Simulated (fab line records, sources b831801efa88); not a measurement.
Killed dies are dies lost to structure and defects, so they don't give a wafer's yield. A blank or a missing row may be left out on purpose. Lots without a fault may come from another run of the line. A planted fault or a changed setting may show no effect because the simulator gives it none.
A struck lot beside a sound one | flow gf180mcu | 14 steps out of a route of 602
Sound: wafers L554.1, L554.3, L554.5. Struck: wafers L567.1, L567.3, L567.6. The cause comes at the end.
At each step with rows: each side's tool, then ch and its chambers, then its first start. Under that, the readings that differ: sound wafers | struck wafers | difference of the means | sigmas: that difference in standard deviations of wafers without a fault.
alike: readings whose means differ by less than 2 such deviations, and words and numbers that are the same on both sides. not compared: withheld readings, readings that some wafer has no value for, bounds like >300 that may hide the same value, and numbers for which the record gives no deviation and whose values overlap.
The two part at a step that has a row with sigmas, a row that says differs or no value, or rows on one side only. Numbers that don't overlap but have no deviation are shown without sigmas and don't part them. A reading that every wafer of one side lacks parts them only if that side has two wafers or more.

GF_V4_THK_MEAS_01:
  sound on film_metro-04, day 23 04:52; struck on film_metro-04, day 27 18:07
  alike: V4_CVD_00_THK
GF_V4_CVD_02: deposits SiO2 from TEOS, target thk 850 nm, time 94.851 s.
  sound on pecvd-03 ch 1,2, day 23 04:55; struck on pecvd-02 ch 0,2, day 27 18:10
  alike: heater_power_w
GF_V4_THK_MEAS_03:
  sound on film_metro-01, day 23 04:59; struck on film_metro-02, day 27 18:14
  alike: V4_CVD_02_THK
GF_V4_CMP_04: polishes SiO2.
  sound on cmp-01 ch 1,2, day 23 05:03; struck on cmp-01 ch 0,1, day 27 18:18
  alike: motor_current_A, time_to_endpoint_s
GF_V4_BOW_MEAS_05:
  sound on film_metro-02, day 23 05:21; struck on film_metro-04, day 27 18:36
  reading     | sound       | struck      | difference | sigmas
  V4_BOW (um) | 128 121 119 | 134 144 145 | +18        | +2
then, 7 steps without rows for these wafers: GF_V4_DEHYDRATE_06 (time 60 s); GF_V4_HMDS_07 (prime time 60 s); GF_V4_COAT_08; GF_V4_COAT_09 (resist thk 1000 nm); GF_V4_SOFTBAKE_10 (time 60 s); GF_V4_EXPOSE_11 (exposes mask Via4, target cd 260 nm); GF_V4_PEB_12 (peb time 90 s).
GF_V4_DEVELOP_13: develop time 60 s.
  sound on litho_track-03 ch 0, day 24 04:16; struck on litho_track-02, day 28 13:53
  no value came back on the struck wafers for chill_plate_temp_C (C), develop_time_s (s); on the sound wafers chill_plate_temp_C (C) reads 23.00 23.08 23.05
  reading                             | sound             | struck         | difference | sigmas
  model.KrF_of_V4_COAT_09.thk_nm (nm) | 982.8 983.7 980.1 | 1003 1002 1005 | +21        |
GF_V4_CD_MEAS_14: target cd 260 nm.
  sound on cd_sem-02, day 24 04:25; struck on cd_sem-01, day 28 14:02
  reading    | sound             | struck | difference                    | sigmas
  cd_nm (nm) | 258.5 259.3 259.3 | - - -  | no value on the struck wafers |

WHERE THEY PART
First at GF_V4_BOW_MEAS_05; last, within this record, at GF_V4_CD_MEAS_14.

WHY: what the simulator had put in
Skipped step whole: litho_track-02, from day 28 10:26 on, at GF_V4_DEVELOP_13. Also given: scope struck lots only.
